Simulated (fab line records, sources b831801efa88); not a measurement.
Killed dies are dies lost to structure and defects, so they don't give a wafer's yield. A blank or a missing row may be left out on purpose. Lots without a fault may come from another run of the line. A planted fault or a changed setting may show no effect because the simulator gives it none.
Chamber matching | flow sky130 | SKY_POLY_GATE_ETCH_17 on rie_si-02: 4 sister chambers
The step etches poly-Si in HBr/Cl2, stops on SiO2, target depth 180 nm, time 70.5 s. 4 wafers are shown with their chamber, then 7 later ones without.

WAFERS WITH THEIR CHAMBER
wafer  | chamber | drypump_motor_current_A (A)
L939.4 | 0       | 5.9
L939.5 | 2       | 5.3
L944.2 | 3       | 6.2
L944.3 | 1       | 5.4

WAFERS WITHOUT THEIR CHAMBER
wafer  | drypump_motor_current_A (A)
L944.4 | 6.0
L947.3 | 5.4
L947.4 | 6.0
L947.6 | 6.0
L955.1 | 5.4
L955.4 | 5.4
L955.6 | 5.4

WHICH CHAMBER EACH WENT THROUGH
wafer  | from the rows above     | in truth
L944.4 | can't be placed: 0 or 3 | 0
L947.3 | can't be placed: 1 or 2 | 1
L947.4 | can't be placed: 0 or 3 | 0
L947.6 | can't be placed: 0 or 3 | 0
L955.1 | can't be placed: 1 or 2 | 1
L955.4 | can't be placed: 1 or 2 | 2
L955.6 | can't be placed: 1 or 2 | 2
Placed correctly: 0 of 7. Can't be placed from these rows: 7 (the true chamber is among the candidates in 7). Placed wrongly: 0.
How it was worked out, from the rows above alone: a wafer's distance from a chamber is the root of the sum, over the readings, of the square of ((its reading less the chamber's mean) divided by the reading's scatter). The wafer belongs to the nearest chamber; if the next one is less than 2 further off, it can't be placed. A chamber's mean is the mean of its shown wafers. The scatter: with one shown wafer a chamber, the root of the mean of the squares of how far each hidden wafer lies from its nearest shown one.
